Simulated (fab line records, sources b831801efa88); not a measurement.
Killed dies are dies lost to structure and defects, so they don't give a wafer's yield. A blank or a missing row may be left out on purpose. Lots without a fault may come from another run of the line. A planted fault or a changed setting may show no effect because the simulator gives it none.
Tool commonality check | flow sky130 | 12 lots, 36 wafers sampled

WHY IT WAS OPENED
At SKY_LI_CONTACT_RS_MEAS_22 the reading LI_CONTACT_W_RS is flagged on 2 of 12 lots. Wafers without a fault read 0.284 ohm/sq, standard deviation 0.0053.
Rule: a lot is flagged when every wafer of it that has a number lies more than 4 standard deviations from that mean, or none has a number. The other lots count as sound.

lot  | measured     | on            | LI_CONTACT_W_RS (ohm/sq), wafer by wafer | flag
L789 | day 29 04:24 | film_metro-01 | 0.284 0.279 0.283                        |
L792 | day 30 06:20 | film_metro-02 | 0.294 0.293 0.282                        |
L793 | day 30 23:05 | film_metro-03 | 0.284 0.284 0.287                        |
L799 | day 32 21:46 | film_metro-01 | 25.289 25.473 25.284                     | FLAGGED
L800 | day 33 06:43 | film_metro-01 | 25.050 24.946 24.964                     | FLAGGED
L801 | day 33 08:24 | film_metro-01 | 0.281 0.282 0.281                        |
L802 | day 33 15:01 | film_metro-01 | 0.285 0.293 0.284                        |
L805 | day 35 10:13 | film_metro-03 | 0.288 0.289 0.285                        |
L807 | day 35 11:29 | film_metro-03 | 0.274 0.278 0.291                        |
L808 | day 35 13:14 | film_metro-01 | 0.272 0.271 0.271                        |
L809 | day 35 18:25 | film_metro-03 | 0.288 0.277 0.274                        |
L810 | day 36 09:14 | film_metro-01 | 0.285 0.282 0.287                        |
The numbers of the flagged lots are 25.168 ohm/sq on average: +24.884 ohm/sq against the usual, or +99 or more standard deviations.

WHICH TOOL RAN EACH LOT
The record holds 2 process steps before the reading, out of a route of 708 steps. In each cell: the tool, then ch and the chambers that the sampled wafers went through, then the start.
lot  | flag    | SKY_SD_P_STRIP_10                    | SKY_LI_CONTACT_CVD_21
L789 |         | plasma_asher-03 ch 0,1, day 25 11:35 | cvd_w-01 ch 0,1, day 29 04:16
L792 |         | plasma_asher-01 ch 1, day 26 13:51   | cvd_w-02 ch 0,1, day 30 06:12
L793 |         | plasma_asher-01 ch 0,1, day 27 07:39 | cvd_w-01 ch 0,1, day 30 22:58
L799 | FLAGGED | plasma_asher-01 ch 0,1, day 29 07:03 | cvd_w-01 ch 1, day 32 21:38
L800 | FLAGGED | plasma_asher-03 ch 0,1, day 29 16:30 | cvd_w-02 ch 0,1, day 33 06:36
L801 |         | plasma_asher-01 ch 0,1, day 29 17:44 | cvd_w-01 ch 0,1, day 33 08:16
L802 |         | plasma_asher-01 ch 0,1, day 30 01:58 | cvd_w-01 ch 0,1, day 33 14:52
L805 |         | plasma_asher-01 ch 0,1, day 31 22:30 | cvd_w-01 ch 0,1, day 35 10:04
L807 |         | plasma_asher-01 ch 0,1, day 31 23:11 | cvd_w-02 ch 0,1, day 35 11:22
L808 |         | plasma_asher-04 ch 0,1, day 32 01:40 | cvd_w-02 ch 1, day 35 13:05
L809 |         | plasma_asher-01 ch 0,1, day 32 08:23 | cvd_w-02 ch 0,1, day 35 18:17
L810 |         | plasma_asher-01 ch 1, day 32 23:07   | cvd_w-01 ch 0,1, day 36 09:06
What these steps do:
- SKY_SD_P_STRIP_10: strips in O2/N2.
- SKY_LI_CONTACT_CVD_21: deposits W, target thk 400 nm, time 120.56 s.
- SKY_LI_CONTACT_RS_MEAS_22: measures by four-point-probe.

FLAGGED OVER TOTAL, TOOL BY TOOL (the gauges that took the reading come last)
step                      | tool            | lots run | flagged | share of the flagged lots | sound lots run after its first flagged lot
SKY_SD_P_STRIP_10         | plasma_asher-01 | 9        | 1       | some                      | 6 (L801,L802,L805,L807,L809,L810)
SKY_SD_P_STRIP_10         | plasma_asher-03 | 2        | 1       | some                      | 0
SKY_SD_P_STRIP_10         | plasma_asher-04 | 1        | 0       | none                      | -
SKY_LI_CONTACT_CVD_21     | cvd_w-01        | 7        | 1       | some                      | 4 (L801,L802,L805,L810)
SKY_LI_CONTACT_CVD_21     | cvd_w-02        | 5        | 1       | some                      | 3 (L807,L808,L809)
SKY_LI_CONTACT_RS_MEAS_22 | film_metro-01   | 7        | 2       | all                       | 4 (L801,L802,L808,L810)
SKY_LI_CONTACT_RS_MEAS_22 | film_metro-02   | 1        | 0       | none                      | -
SKY_LI_CONTACT_RS_MEAS_22 | film_metro-03   | 4        | 0       | none                      | -

WHAT THE TABLE ALLOWS
1 row of the table ran every flagged lot: film_metro-01 at SKY_LI_CONTACT_RS_MEAS_22.
- film_metro-01 at SKY_LI_CONTACT_RS_MEAS_22: 2 of its 7 lots flagged. Sound lots ran on it after the first flagged one (L801, L802, L808, L810), which a lasting fault on the whole tool wouldn't allow.
No row of the table ran every flagged lot and no sound lot after the first.

WHAT THE SIMULATOR HAD PUT IN
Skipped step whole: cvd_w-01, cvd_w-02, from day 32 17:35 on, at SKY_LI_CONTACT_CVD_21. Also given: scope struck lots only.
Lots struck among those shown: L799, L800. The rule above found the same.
